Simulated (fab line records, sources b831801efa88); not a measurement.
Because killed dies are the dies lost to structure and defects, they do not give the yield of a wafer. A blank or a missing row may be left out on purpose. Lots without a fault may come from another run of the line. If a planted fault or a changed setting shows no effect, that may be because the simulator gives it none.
fab line records	flow sky130
record: lots: 5	wafers: 15	last-day: 50
route steps=708 shown VIA3@593 METAL4@598 CAP2M@603 PAD_OPEN@708
lots untouched by any fault: they come from a run of this same line in which no faults occurred
start-h: hours from the record's opening day to when the first of the lot's shown wafers began	wait-h: hours elapsed since this lot's preceding step	" the same as in the row above	L1.1+2: one row covering several wafers at once	- value missing, or start not given	* or withheld: withheld	< > ~ a bound
route shown NAME@n: NAME is a module with steps in the file, n the number in the route of the first one	usual: the fault-free wafers' mean and standard deviation	same: alike in all rows	chamber/n: place in a boat	sites: per-site readings	_std_site: how widely they spread, as a standard deviation	_edge_site: inner sites' mean taken away from outer sites' mean	radius-mm: for every site, how far away it sits from the centre of the wafer	mask NAME#n: copy n	behind: the last tool/chamber to shape the wafer	hold: what put the lot on hold/how long, in hours/how the hold closed	device: which transistor (n, p or np) failed to switch	end of line: at the end of the route, the tests of the same wafers	a step given without rows: its recipe and nothing more	killed: dies that structure and defects cost at the first sort, which is not the same as the wafer's yield	map: dies across one wafer; x = killed, . = not, _ = none there
set.NAME: setting as actually run; set.NAME@STEP: the setting as run at that earlier step	model.NAME: the simulator's own value behind a step, which no gauge read
lots at some steps of the route; a table a step, a row a wafer
services: from which hour (start-h, from the record's first day; less than 0 if before it) a tool's chamber was out of use, for how many hours, and why
== steps ==
step: SKY_VIA3_SPUTTER_20
recipe: material: TiN	target-thk-nm: 20	chamber-pressure-pa: 5	power-w: 4000	time-s: 80
usual: throttle-valve-pct: 29.7/0.64
lot.wafer	tool	chamber	start-h	wait-h	throttle-valve-pct
L934.2	pvd-sputter-01	-	944.05	0.0	30.0
L934.4	"	-	"	"	30.3
L934.6	"	-	"	"	28.8
L940.1	pvd-sputter-03	-	985.37	0.0	28.6
L940.3	"	-	"	"	30.4
L940.4	"	-	"	"	30.0
L943.4	pvd-sputter-03	-	1001.87	0.0	28.5
L943.5	"	-	"	"	29.6
L943.6	"	-	"	"	30.7
L952.3	pvd-sputter-01	-	1060.52	0.0	28.9
L952.4	"	-	"	"	29.1
L952.5	"	-	"	"	30.0
L956.2	pvd-sputter-01	-	1078.91	0.0	29.7
L956.4	"	-	"	"	30.3
L956.6	"	-	"	"	29.0
step: SKY_VIA3_CVD_21
recipe: material: W	target-thk-nm: 390	time-s: 117.31	temp-c: 400	pressure-torr: 40
step: SKY_VIA3_RS_MEAS_22
recipe: thk-meas-gauge: four-point-probe	reads: W_of_VIA3_CVD_21+TiN_of_VIA3_SPUTTER_20
usual: VIA3_W_RS: 0.295/0.0049
lot.wafer	tool	chamber	start-h	wait-h	VIA3_W_RS[ohm/sq]
L934.2	film-metro-01	-	944.25	0.1	0.292
L934.4	"	-	"	"	0.296
L934.6	"	-	"	"	0.288
L940.1	film-metro-04	-	985.56	0.1	0.296
L940.3	"	-	"	"	0.297
L940.4	"	-	"	"	0.297
L943.4	film-metro-03	-	1002.12	0.1	0.303
L943.5	"	-	"	"	0.300
L943.6	"	-	"	"	0.300
L952.3	film-metro-01	-	1060.75	0.1	0.299
L952.4	"	-	"	"	0.297
L952.5	"	-	"	"	0.298
L956.2	film-metro-01	-	1079.12	0.1	0.291
L956.4	"	-	"	"	0.297
L956.6	"	-	"	"	0.293
step: SKY_VIA3_THK_MEAS_23
recipe: thk-meas-gauge: xrf	reads: W_of_VIA3_CVD_21
usual: VIA3_W_THK: 379/7.1
lot.wafer	tool	chamber	start-h	wait-h	VIA3_W_THK[nm]
L934.2	film-metro-01	-	944.36	0.1	379
L934.4	"	-	"	"	376
L934.6	"	-	"	"	386
L940.1	film-metro-04	-	985.68	0.1	380
L940.3	"	-	"	"	378
L940.4	"	-	"	"	379
L943.4	film-metro-03	-	1002.21	0.1	367
L943.5	"	-	"	"	370
L943.6	"	-	"	"	369
L952.3	film-metro-01	-	1060.85	0.1	372
L952.4	"	-	"	"	376
L952.5	"	-	"	"	374
L956.2	film-metro-01	-	1079.23	0.1	384
L956.4	"	-	"	"	378
L956.6	"	-	"	"	381
step: SKY_VIA3_CMP_24
recipe: stop-on: SiO2	t-overpolish-s: 20	down-force-psi: 3.5	platen-rpm: 60	target-thk-nm: 0	pad-velocity-m-s: 0.94248
step: SKY_METAL4_SPUTTER_00
recipe: material: Ti	target-thk-nm: 15	power-w: 3000	time-s: 10	chamber-pressure-pa: 0.4
usual: throttle-valve-pct: 29.5/0.85
lot.wafer	tool	chamber	start-h	wait-h	throttle-valve-pct
L934.2	pvd-sputter-03	-	944.71	0.2	30.2
L934.4	"	-	"	"	29.8
L934.6	"	-	"	"	28.8
L940.1	pvd-sputter-04	-	986.27	0.2	30.3
L940.3	"	-	"	"	28.9
L940.4	"	-	"	"	28.0
L943.4	pvd-sputter-04	-	1002.54	0.1	30.0
L943.5	"	-	"	"	29.9
L943.6	"	-	"	"	29.3
L952.3	pvd-sputter-04	-	1061.19	0.1	29.9
L952.4	"	-	"	"	29.3
L952.5	"	-	"	"	30.0
L956.2	pvd-sputter-01	-	1079.58	0.2	29.9
L956.4	"	-	"	"	29.8
L956.6	"	-	"	"	28.9
step: SKY_METAL4_SPUTTER_01
recipe: material: TiN	target-thk-nm: 20	power-w: 6500	time-s: 16.7	chamber-pressure-pa: 0.4
step: SKY_METAL4_SPUTTER_02
recipe: material: AlCu	target-thk-nm: 735	power-w: 10600	time-s: 39.1	chamber-pressure-pa: 0.4
usual: throttle-valve-pct: 29.4/0.84
lot.wafer	tool	chamber	start-h	wait-h	throttle-valve-pct
L934.2	pvd-sputter-03	-	944.76	0.0	30.5
L934.4	"	-	"	"	29.6
L934.6	"	-	"	"	28.9
L940.1	pvd-sputter-04	-	986.32	0.0	30.2
L940.3	"	-	"	"	28.9
L940.4	"	-	"	"	27.8
L943.4	pvd-sputter-04	-	1002.59	0.0	30.1
L943.5	"	-	"	"	29.9
L943.6	"	-	"	"	29.0
L952.3	pvd-sputter-04	-	1061.24	0.0	30.4
L952.4	"	-	"	"	28.9
L952.5	"	-	"	"	29.9
L956.2	pvd-sputter-01	-	1079.63	0.0	29.7
L956.4	"	-	"	"	30.2
L956.6	"	-	"	"	29.2
step: SKY_METAL4_SPUTTER_03
recipe: material: Ti	target-thk-nm: 5	power-w: 3000	time-s: 3.3	chamber-pressure-pa: 0.4
step: SKY_METAL4_SPUTTER_04
recipe: material: TiN	target-thk-nm: 70	power-w: 6500	time-s: 58.3	chamber-pressure-pa: 0.4
step: SKY_CAP2M_CVD_00
recipe: material: SiO2	target-thk-nm: 15.5	temp-c: 400	time-s: withheld	rf-w: 450
step: SKY_CAP2M_THK_MEAS_01
recipe: reads: SiO2_of_CAP2M_CVD_00
usual: CAP2M_CVD_00_THK: 15.45/0.24
lot.wafer	tool	chamber	start-h	wait-h	CAP2M_CVD_00_THK[nm]
L934.2	film-metro-01	-	944.90	-	15.43
L934.4	"	-	"	"	15.36
L934.6	"	-	"	"	15.74
L940.1	film-metro-02	-	986.45	-	15.23
L940.3	"	-	"	"	15.50
L940.4	"	-	"	"	15.40
L943.4	film-metro-02	-	1002.74	-	15.50
L943.5	"	-	"	"	15.97
L943.6	"	-	"	"	15.51
L952.3	film-metro-02	-	1061.38	-	15.47
L952.4	"	-	"	"	15.62
L952.5	"	-	"	"	15.79
L956.2	film-metro-01	-	1079.76	-	15.09
L956.4	"	-	"	"	15.58
L956.6	"	-	"	"	15.53
step: SKY_CAP2M_SPUTTER_02
recipe: material: TiN	target-thk-nm: 200	temp-c: 300	power-w: 6500	time-s: 166.7	chamber-pressure-pa: 0.4
usual: throttle-valve-pct: 29.8/0.58
lot.wafer	tool	chamber	start-h	wait-h	throttle-valve-pct	model.TiN_of_CAP2M_SPUTTER_02.thk-nm
L934.2	pvd-sputter-01	-	944.95	0.0	29.5	198
L934.4	"	-	"	"	30.0	199.2
L934.6	"	-	"	"	29.7	198.5
L940.1	pvd-sputter-01	-	986.51	0.1	29.0	198.5
L940.3	"	-	"	"	30.0	147.3
L940.4	"	-	"	"	30.3	200.1
L943.4	pvd-sputter-02	-	1002.77	0.0	30.1	197.4
L943.5	"	-	"	"	29.4	195.2
L943.6	"	-	"	"	30.1	197.9
L952.3	pvd-sputter-01	-	1061.42	0.0	28.8	200.1
L952.4	"	-	"	"	29.8	200.2
L952.5	"	-	"	"	30.1	201.2
L956.2	pvd-sputter-02	-	1079.81	0.0	29.7	202.2
L956.4	"	-	"	"	30.7	203.9
L956.6	"	-	"	"	29.4	202.5
step: SKY_CAP2M_RS_MEAS_03
recipe: thk-meas-gauge: four-point-probe	reads: TiN_of_CAP2M_SPUTTER_02
usual: CAP2M_TIN_RS: 6.96/0.075
lot.wafer	tool	chamber	start-h	wait-h	CAP2M_TIN_RS[ohm/sq]
L934.2	film-metro-03	-	945.08	0.1	6.97
L934.4	"	-	"	"	6.93
L934.6	"	-	"	"	6.94
L940.1	film-metro-02	-	986.62	0.1	6.97
L940.3	"	-	"	"	9.50
L940.4	"	-	"	"	6.92
L943.4	film-metro-03	-	1002.94	0.1	7.00
L943.5	"	-	"	"	7.09
L943.6	"	-	"	"	6.98
L952.3	film-metro-02	-	1061.57	0.1	6.92
L952.4	"	-	"	"	6.92
L952.5	"	-	"	"	6.88
L956.2	film-metro-02	-	1079.94	0.1	6.84
L956.4	"	-	"	"	6.79
L956.6	"	-	"	"	6.85
step: SKY_CAP2M_THK_MEAS_04
recipe: thk-meas-gauge: xrf	reads: TiN_of_CAP2M_SPUTTER_02
usual: CAP2M_TIN_THK: 197.5/2.2
lot.wafer	tool	chamber	start-h	wait-h	CAP2M_TIN_THK[nm]
L934.2	film-metro-03	-	945.19	0.1	197.5
L934.4	"	-	"	"	199.1
L934.6	"	-	"	"	197.8
L940.1	film-metro-02	-	986.74	0.1	197.0
L940.3	"	-	"	"	146.8
L940.4	"	-	"	"	199.3
L943.4	film-metro-03	-	1003.03	0.1	195.6
L943.5	"	-	"	"	192.0
L943.6	"	-	"	"	196.4
L952.3	film-metro-02	-	1061.67	0.1	199.4
L952.4	"	-	"	"	198.9
L952.5	"	-	"	"	200.0
L956.2	film-metro-02	-	1080.05	0.1	200.7
L956.4	"	-	"	"	202.2
L956.6	"	-	"	"	200.5
step: SKY_CAP2M_DEHYDRATE_05
recipe: temp-c: 200	time-s: 60
step: SKY_CAP2M_HMDS_06
recipe: prime-time-s: 60	prime-temp-c: 120
step: SKY_CAP2M_COAT_07
recipe: resist: NOVOLAK	spin-rpm: 3000	resist-thk-nm: 1140
step: SKY_CAP2M_SOFTBAKE_08
recipe: temp-c: 90	time-s: 60	resist: NOVOLAK
step: SKY_CAP2M_EXPOSE_09
recipe: mask-id: CAP2M	na: 0.6	source-shape: conventional	sigma-outer: 0.6	polarization: unpolarized	target-cd-nm: 1000	dose-mj: 159
step: SKY_CAP2M_PEB_10
recipe: temp-c: withheld	time-s: *	resist: NOVOLAK
step: SKY_CAP2M_DEVELOP_11
recipe: resist: NOVOLAK	developer: TMAH	develop-time-s: 60	dev-temp-c: 23
step: SKY_CAP2M_OVL_MEAS_12
usual: CAP2M_OVL: 0.7/1.9
lot.wafer	tool	chamber	start-h	wait-h	CAP2M_OVL[nm]
L934.2	overlay-02	-	968.90	0.1	2.4
L934.4	"	-	"	"	3.5
L934.6	"	-	"	"	2.4
L940.1	overlay-02	-	1009.79	0.1	0.7
L940.3	"	-	"	"	0.0
L940.4	"	-	"	"	0.1
L943.4	overlay-02	-	1025.69	0.1	-0.8
L943.5	"	-	"	"	-3.8
L943.6	"	-	"	"	-2.7
L952.3	overlay-02	-	1081.99	0.1	2.0
L952.4	"	-	"	"	2.8
L952.5	"	-	"	"	1.1
L956.2	overlay-02	-	1099.75	0.1	0.9
L956.4	"	-	"	"	-2.1
L956.6	"	-	"	"	0.8
step: SKY_CAP2M_METAL_ETCH_13
recipe: target-depth-nm: 220	stop-on: SiO2	chemistry: Cl2/BCl3	target: TiN	pressure-mtorr: 10	icp-w: 900	bias-w: 48.5	Cl2_flow_sccm: 60	bcl3-flow-sccm: 30	time-s: 62.9
usual: drypump-motor-current-A: 5.6/0.57	oes-product-au: 0.938/0.0074	throttle-valve-pct: 21.904/0.011
lot.wafer	tool	chamber	start-h	wait-h	drypump-motor-current-A	oes-product-au	rf-hours-counter-h	throttle-valve-pct
L934.2	rie-metal-04	1	968.93	0.0	5.3	0.934	8	21.904
L934.4	"	0	"	"	6.5	0.936	-	21.895
L934.6	"	1	"	"	5.3	0.936	-	21.905
L940.1	rie-metal-02	1	1009.83	0.0	4.7	0.935	12	21.916
L940.3	"	0	"	"	5.9	0.790	-	22.001
L940.4	"	1	"	"	4.7	0.936	-	21.904
L943.4	rie-metal-04	1	1025.74	0.0	5.3	0.940	-	21.900
L943.5	"	0	"	"	6.4	0.937	-	21.909
L943.6	"	1	"	"	5.3	0.934	-	21.916
L952.3	rie-metal-04	1	1082.04	0.0	5.3	0.943	-	21.899
L952.4	"	0	"	"	6.5	0.938	-	21.904
L952.5	"	1	"	"	5.3	0.943	-	21.885
L956.2	rie-metal-03	1	1099.78	0.0	5.9	0.949	7	21.908
L956.4	"	1	"	"	5.9	0.950	-	21.887
L956.6	"	0	"	"	5.2	0.938	-	21.904
step: SKY_CAP2M_STRIP_14
recipe: chemistry: O2/N2	power-w: 1400	pressure-mtorr: 1500	platen-temp-c: withheld	o2-flow-sccm: 3000	n2-flow-sccm: 300	overash-fraction: 0.5
step: SKY_CAP2M_STRIP_15
recipe: chemistry: post-etch-residue-remover	time-s: 1200	temp-c: 72.5
step: SKY_CAP2M_CLEAN_16
recipe: chemistry: IPA	time-s: 180	temp-c: 25
step: SKY_CAP2M_CLEAN_17
recipe: chemistry: O3/DIW	dry: n2-spin
step: SKY_METAL4_DEHYDRATE_05
recipe: temp-c: 200	time-s: 60
step: SKY_METAL4_HMDS_06
recipe: prime-time-s: 60	prime-temp-c: 120
step: SKY_METAL4_COAT_07
recipe: resist: BARC	temp-c: withheld	time-s: withheld	spin-rpm: 3000	resist-thk-nm: 60
step: SKY_METAL4_COAT_08
recipe: resist: KrF-thick	spin-rpm: 3000	resist-thk-nm: 1140
step: SKY_METAL4_SOFTBAKE_09
recipe: temp-c: 100	time-s: 90	resist: KrF-thick
step: SKY_METAL4_EXPOSE_10
recipe: mask-id: MM4	na: 0.68	source-shape: annular	sigma-inner: 0.4	sigma-outer: 0.8	target-cd-nm: 300	dose-mj: 28
step: SKY_METAL4_PEB_11
recipe: peb-temp-c: withheld	peb-time-s: withheld	resist: KrF-thick
step: SKY_METAL4_DEVELOP_12
recipe: develop-time-s: 60	resist: KrF-thick	dev-temp-c: 21
step: SKY_METAL4_CD_MEAS_13
recipe: target-cd-nm: 300
usual: cd-nm: 299.7/1.3
lot.wafer	tool	chamber	start-h	wait-h	cd-nm
L934.2	cd-sem-02	-	993.86	-	299.9
L934.4	"	-	"	"	299.9
L934.6	"	-	"	"	301.4
L940.1	cd-sem-02	-	1033.56	-	299.8
L940.3	"	-	"	"	298.9
L940.4	"	-	"	"	300.1
L943.4	cd-sem-02	-	1048.85	-	296.7
L943.5	"	-	"	"	297.5
L943.6	"	-	"	"	296.4
L952.3	cd-sem-02	-	1102.81	-	300.8
L952.4	"	-	"	"	301.6
L952.5	"	-	"	"	301.7
L956.2	cd-sem-01	-	1119.64	-	301.3
L956.4	"	-	"	"	301.3
L956.6	"	-	"	"	300.0
step: SKY_METAL4_OVL_MEAS_14
usual: METAL4_OVL: -3/6.5
lot.wafer	tool	chamber	start-h	wait-h	METAL4_OVL[nm]
L934.2	overlay-02	-	993.97	0.1	2
L934.4	"	-	"	"	2
L934.6	"	-	"	"	8
L940.1	overlay-02	-	1033.68	0.1	-6
L940.3	"	-	"	"	-10
L940.4	"	-	"	"	-2
L943.4	overlay-02	-	1048.93	0.1	-1
L943.5	"	-	"	"	-7
L943.6	"	-	"	"	-2
L952.3	overlay-01	-	1102.91	0.1	6
L952.4	"	-	"	"	-2
L952.5	"	-	"	"	9
L956.2	overlay-02	-	1119.75	0.1	8
L956.4	"	-	"	"	4
L956.6	"	-	"	"	3
step: SKY_METAL4_DESCUM_15
recipe: chemistry: O2	source-power-w: 150	bias-power-w: 0	pressure-mtorr: 10	temp-c: 40	time-s: 8
step: SKY_METAL4_ETCH_16
recipe: chemistry: N2/H2	target: BARC	ion-energy-ev: 200	bias-w: 100	pressure-mtorr: 30	n2-flow-sccm: 100	h2-flow-sccm: 200	icp-w: 500	stop-on: SiO2	time-s: 88.2	target-depth-a: 600
usual: drypump-motor-current-A: 5.8/0.5	oes-product-au: 0.625/0.0043	throttle-valve-pct: 13.205/0.0097
lot.wafer	tool	chamber	start-h	wait-h	drypump-motor-current-A	oes-product-au	rf-hours-counter-h	throttle-valve-pct
L934.2	rie-metal-04	0	994.03	0.0	6.5	0.621	12	13.204
L934.4	"	0	"	"	6.5	0.623	-	13.200
L934.6	"	0	"	"	6.5	0.629	-	13.199
L940.1	rie-metal-04	1	1033.75	0.0	5.3	0.621	11	13.209
L940.3	"	1	"	"	5.3	0.621	-	13.183
L940.4	"	0	"	"	6.5	0.623	-	13.214
L943.4	rie-metal-03	0	1049.01	0.0	5.2	0.626	-	13.214
L943.5	"	0	"	"	5.2	0.630	-	13.209
L943.6	"	1	"	"	5.9	0.626	-	13.199
L952.3	rie-metal-04	1	1103.00	0.0	5.3	0.616	-	13.196
L952.4	"	0	"	"	6.5	0.627	-	13.204
L952.5	"	0	"	"	6.5	0.629	-	13.200
L956.2	rie-metal-04	0	1119.81	0.0	6.5	0.625	21	13.211
L956.4	"	0	"	"	6.5	0.625	-	13.202
L956.6	"	0	"	"	6.5	0.619	-	13.201
step: SKY_METAL4_ETCH_17
recipe: target: SiO2	stop-on: TiN	chemistry: C4F8/O2/Ar	source-w: 1500	bias-w: 1200	pressure-mtorr: 40	c4f8-flow-sccm: withheld	O2_flow_sccm: 6	Ar_flow_sccm: 300	time-s: 3.9	target-depth-a: 150
usual: oes-product-au: 0.753/0.0068
lot.wafer	tool	chamber	start-h	wait-h	oes-product-au	rf-hours-counter-h
L934.2	rie-diel-01	0	994.13	0.1	0.757	20
L934.4	"	1	"	"	0.758	1
L934.6	"	3	"	"	0.762	-
L940.1	rie-diel-01	1	1033.85	0.1	0.750	2
L940.3	"	0	"	"	0.752	21
L940.4	"	2	"	"	0.753	10
L943.4	rie-diel-03	1	1049.08	0.0	0.749	18
L943.5	"	1	"	"	0.760	-
L943.6	"	2	"	"	0.747	-
L952.3	rie-diel-01	0	1103.06	0.0	0.755	23
L952.4	"	2	"	"	0.756	12
L952.5	"	1	"	"	0.763	-
L956.2	rie-diel-02	0	1119.91	0.1	0.745	9
L956.4	"	1	"	"	0.755	23
L956.6	"	0	"	"	0.758	-
step: SKY_METAL4_METAL_ETCH_18
recipe: target-depth-a: 8450	stop-on: SiO2	over-etch-frac: 0.3	time-s: 183.1	chemistry: Cl2/BCl3	resist-sidewall-deg: 88	pressure-mtorr: 10	icp-w: 900	bias-w: 48.5	Cl2_flow_sccm: 60	bcl3-flow-sccm: 30
step: SKY_METAL4_STRIP_20
recipe: chemistry: post-etch-residue-remover	time-s: 1200	temp-c: 72.5
usual: bath-heat-duty-pct: 14.3/1.8
lot.wafer	tool	chamber	start-h	wait-h	bath-heat-duty-pct	model.TiN_of_CAP2M_SPUTTER_02.thk-nm
L934.2	wet-bench-01	0	994.42	0.1	14.6	197.1
L934.4	"	0	"	"	15.5	198.4
L934.6	"	0	"	"	14.9	197.7
L940.1	wet-bench-02	0	1034.14	0.1	15.2	197.6
L940.3	"	0	"	"	16.3	146.4
L940.4	"	0	"	"	14.6	199.3
L943.4	wet-bench-03	2	1049.37	0.0	13.9	196.6
L943.5	"	2	"	"	13.2	194.3
L943.6	"	2	"	"	13.7	197.1
L952.3	wet-bench-02	1	1103.36	0.0	15.2	199.3
L952.4	"	1	"	"	16.1	199.3
L952.5	"	1	"	"	14.8	200.3
L956.2	wet-bench-02	3	1120.21	0.1	15.4	201.4
L956.4	"	3	"	"	13.7	203.1
L956.6	"	3	"	"	14.5	201.6
step: SKY_PAD_OPEN_PROBE_99
usual: defect-limited-yield: 82.3/2	killed_at_M0_to_M3: 44/7	killed_at_M4_up: 3.1/1.8	killed-at-contacts: 25/5.1	killed-at-front-end: 15/4.3	killed-at-other: 0.3/0.61	killed-dies: 87/9.8	killed-open: 48/7	killed-short: 38/6.3	sort_bin_3_pad_short: 0.9/0.39	sort_bin_5_function: 10.3/1.5	sort_bin_6_memory: 6.5/1.2	sort-n-pass: 405/9.8	sort-yield-pct: 82.3/2
same: gross-dies: 492	killed-at-back-side: 0	sort_bin_4_leakage[%]: 0	sort_bin_8_speed[%]: 0
lot.wafer	tool	chamber	start-h	wait-h	defect-limited-yield[%]	killed_at_M0_to_M3	killed_at_M4_up	killed-at-contacts	killed-at-front-end	killed-at-other	killed-dies	killed-open	killed-short	sort_bin_3_pad_short[%]	sort_bin_5_function[%]	sort_bin_6_memory[%]	sort-n-pass	sort-yield-pct[%]	model.etest.cap-mim2.plate-ohm-sq	model.etest.cap-mim2.bv-v	model.etest.cap-mim2.leak-log10-a-cm2
L934.2	prober-01	-	1090.05	0.1	81.7	46	2	26	16	0	90	55	35	0.8	12.0	5.5	402	81.7	6.12	14.04	-8.851
L934.4	prober-01	-	1090.15	0.2	83.3	38	3	24	16	1	82	46	36	1.4	9.3	5.9	410	83.3	6.012	13.64	-8.989
L934.6	prober-01	-	1090.25	0.2	80.5	45	2	24	25	0	96	44	52	1.0	11.2	7.3	396	80.5	5.953	14.52	-9.189
L940.1	prober-01	-	1122.29	0.1	83.5	43	5	21	12	0	81	41	40	0.6	11.2	4.7	411	83.5	6.107	14.23	-8.979
L940.3	prober-01	-	1122.39	0.2	82.7	39	1	30	15	0	85	44	40	2.0	9.8	5.5	407	82.7	8.187	12.34	-8.507
L940.4	prober-01	-	1122.44	0.2	80.9	49	3	20	22	0	94	44	50	1.0	10.4	7.7	398	80.9	6.044	13.77	-9.033
L943.4	prober-02	-	1136.44	0.2	83.3	41	3	23	15	0	82	46	36	0.4	8.9	7.3	410	83.3	6.053	13.69	-9.042
L943.5	prober-02	-	1136.49	0.2	82.3	51	5	22	9	0	87	47	39	0.2	9.6	7.9	405	82.3	6.135	14.64	-8.976
L943.6	prober-02	-	1136.54	0.2	80.7	54	4	20	17	0	95	52	42	1.0	10.4	7.9	397	80.7	6.093	13.9	-9.112
L952.3	prober-01	-	1182.69	0.2	85.4	38	3	23	7	1	72	39	33	0.4	8.9	5.3	420	85.4	6.032	13.61	-8.922
L952.4	prober-01	-	1182.74	0.2	82.1	47	1	24	16	0	88	43	45	1.4	9.8	6.7	404	82.1	6.036	13.77	-8.866
L952.5	prober-01	-	1182.79	0.2	85.8	34	2	21	13	0	70	36	34	1.0	8.5	4.7	422	85.8	5.983	13.84	-9.196
L956.2	prober-01	-	1196.09	0.1	85.8	39	2	20	9	0	70	38	32	1.2	7.7	5.3	422	85.8	5.983	13.89	-8.879
L956.4	prober-01	-	1196.19	0.2	81.7	48	1	25	15	1	90	50	40	1.0	9.8	7.5	402	81.7	5.911	13.91	-8.995
L956.6	prober-01	-	1196.29	0.2	81.1	42	3	31	17	0	93	54	38	1.4	11.8	5.7	399	81.1	5.885	13.84	-9.085
killed by level:class
L934.2 CONTACT:geometric-particle:open=11 LI_CONTACT:geometric-particle:open=10 VIA1:geometric-particle:open=10 FIELD_ISO:geometric-particle:open=5 METAL1:geometric-particle:short=5 VIA2:geometric-particle:short=5 METAL1:geometric-particle:open=4 VIA1:geometric-particle:short=4
L934.4 METAL1:geometric-particle:short=10 CONTACT:geometric-particle:open=10 LI_CONTACT:geometric-particle:open=6 VIA1:geometric-particle:open=5 FIELD_ISO:geometric-particle:open=4 VIA2:geometric-particle:open=4 VIA3:geometric-particle:open=4 POLY_GATE:geometric-particle:short=3
L934.6 VIA1:geometric-particle:open=9 FIELD_ISO:geometric-particle:short=8 METAL2:geometric-particle:short=8 FIELD_ISO:geometric-particle:open=7 CONTACT:geometric-particle:open=6 CONTACT:geometric-particle:short=6 METAL1:geometric-particle:short=6 VIA2:geometric-particle:open=6
L940.1 CONTACT:geometric-particle:open=9 VIA1:geometric-particle:short=7 VIA2:geometric-particle:open=7 LI_CONTACT:geometric-particle:open=6 METAL1:geometric-particle:short=5 METAL3:geometric-particle:short=5 VIA3:geometric-particle:open=5 VIA1:geometric-particle:open=4
L940.3 CONTACT:geometric-particle:open=10 LI_CONTACT:geometric-particle:open=8 VIA1:geometric-particle:open=8 FIELD_ISO:geometric-particle:short=7 LOCAL_INTERCONNECT:geometric-particle:short=7 VIA2:geometric-particle:open=7 VIA3:geometric-particle:open=6 METAL1:geometric-particle:short=5
L940.4 VIA3:geometric-particle:open=11 METAL2:geometric-particle:short=9 VIA2:geometric-particle:open=7 POLY_GATE:geometric-particle:short=6 POLY_GATE:geometric-particle:open=6 CONTACT:geometric-particle:open=6 LOCAL_INTERCONNECT:geometric-particle:short=5 CONTACT:geometric-particle:short=5
L943.4 CONTACT:geometric-particle:open=9 METAL1:geometric-particle:short=8 VIA3:geometric-particle:open=8 VIA1:geometric-particle:open=7 POLY_GATE:geometric-particle:open=5 LOCAL_INTERCONNECT:geometric-particle:short=5 FIELD_ISO:geometric-particle:open=4 VIA3:geometric-particle:short=4
L943.5 VIA2:geometric-particle:open=9 CONTACT:geometric-particle:open=8 LI_CONTACT:geometric-particle:open=7 VIA1:geometric-particle:open=7 METAL2:geometric-particle:short=6 VIA3:geometric-particle:open=6 METAL1:geometric-particle:short=5 VIA1:geometric-particle:short=5
L943.6 VIA1:geometric-particle:open=20 VIA3:geometric-particle:open=9 FIELD_ISO:geometric-particle:short=6 CONTACT:geometric-particle:open=6 METAL3:geometric-particle:short=5 POLY_GATE:geometric-particle:short=4 VIA2:geometric-particle:open=4 LI_CONTACT:geometric-particle:short=4
L952.3 CONTACT:geometric-particle:open=8 VIA1:geometric-particle:open=8 VIA1:geometric-particle:short=7 LI_CONTACT:geometric-particle:open=6 VIA3:geometric-particle:open=5 VIA3:geometric-particle:short=5 METAL1:geometric-particle:short=4 CONTACT:geometric-particle:short=3
L952.4 VIA1:geometric-particle:open=9 CONTACT:geometric-particle:open=8 VIA1:geometric-particle:short=8 LOCAL_INTERCONNECT:geometric-particle:short=7 METAL1:geometric-particle:short=7 VIA3:geometric-particle:open=5 FIELD_ISO:geometric-particle:short=5 METAL2:geometric-particle:short=5
L952.5 VIA1:geometric-particle:open=8 LI_CONTACT:geometric-particle:open=6 CONTACT:geometric-particle:short=5 VIA1:geometric-particle:short=5 VIA3:geometric-particle:open=5 FIELD_ISO:geometric-particle:open=4 METAL1:geometric-particle:short=4 VIA2:geometric-particle:open=4
L956.2 VIA1:geometric-particle:open=8 CONTACT:geometric-particle:open=7 METAL2:geometric-particle:short=7 LI_CONTACT:geometric-particle:open=5 METAL1:geometric-particle:short=5 LOCAL_INTERCONNECT:geometric-particle:short=5 VIA2:geometric-particle:open=5 VIA3:geometric-particle:open=4
L956.4 CONTACT:geometric-particle:open=10 VIA1:geometric-particle:open=10 VIA3:geometric-particle:open=10 LI_CONTACT:geometric-particle:open=7 POLY_GATE:geometric-particle:open=5 POLY_GATE:geometric-particle:short=5 VIA1:geometric-particle:short=4 METAL2:geometric-particle:short=4
L956.6 CONTACT:geometric-particle:open=17 VIA1:geometric-particle:open=8 POLY_GATE:geometric-particle:open=6 METAL1:geometric-particle:short=6 VIA3:geometric-particle:open=5 METAL2:geometric-particle:short=5 METAL3:geometric-particle:short=5 FIELD_ISO:geometric-particle:open=4
== services ==
tool	chamber	start-h	hours	kind
rie-diel-01	1	933.60	-	clean
rie-diel-01	1	933.60	21.8	scheduled-down
pvd-sputter-02	-	942.36	10.4	repair
pvd-sputter-01	3	943.44	-	consumable-replace:kit
pvd-sputter-01	3	943.44	18.0	scheduled-down
pvd-sputter-01	3	943.44	18.0	vent-cycle
pvd-sputter-04	-	957.31	26.4	repair
rie-diel-01	1	971.73	6.4	repair
rie-diel-01	0	999.77	8.9	repair
pvd-sputter-03	-	1023.47	59.0	repair
rie-diel-03	-	1031.98	0.4	repair
pvd-sputter-04	-	1033.29	4.7	repair
rie-metal-02	0	1053.35	1.3	repair
pvd-sputter-01	2	1071.74	-	consumable-replace:kit
pvd-sputter-01	2	1071.74	18.0	scheduled-down
pvd-sputter-01	2	1071.74	18.0	vent-cycle
pvd-sputter-03	1	1083.67	-	consumable-replace:kit
pvd-sputter-03	1	1083.67	18.0	scheduled-down
pvd-sputter-03	1	1083.67	18.0	vent-cycle
rie-diel-02	1	1087.98	21.8	repair
pvd-sputter-04	3	1091.76	-	consumable-replace:kit
pvd-sputter-04	3	1091.76	18.0	scheduled-down
pvd-sputter-04	3	1091.76	18.0	vent-cycle
rie-metal-02	-	1102.74	0.3	repair
== key ==
first-sign: step: SKY_CAP2M_RS_MEAS_03	reading: CAP2M_TIN_RS	direction: up	sigmas: 34	usual: 6.96	struck: 9.50
effect: step: SKY_CAP2M_THK_MEAS_04	reading: CAP2M_TIN_THK	direction: down	sigmas: 23	usual: 197.5	struck: 146.8
effect: step: SKY_CAP2M_METAL_ETCH_13	reading: oes-product-au	direction: down	sigmas: 20	usual: 0.938	struck: 0.790
model-effect: step: SKY_CAP2M_SPUTTER_02	value: TiN_of_CAP2M_SPUTTER_02.thk-nm	without: 196.9	struck: 147.3
model-effect: step: SKY_METAL4_STRIP_20	value: TiN_of_CAP2M_SPUTTER_02.thk-nm	without: 196.1	struck: 146.4
model-effect: step: SKY_PAD_OPEN_PROBE_99	value: etest.cap-mim2.plate-ohm-sq	without: 6.122	struck: 8.187
met-at SKY_CAP2M_SPUTTER_02
struck-wafers L940.3
onset-between 944.95 986.51
fault: kind: process-parameter-drift	tool: pvd-sputter-01	chamber: -	onset-h: 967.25	steps: SKY_CAP2M_SPUTTER_02	channel: time-s	offset: *	shape: step	end-h: 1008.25	scope: struck-wafers-only	acts-in: *	stated: *
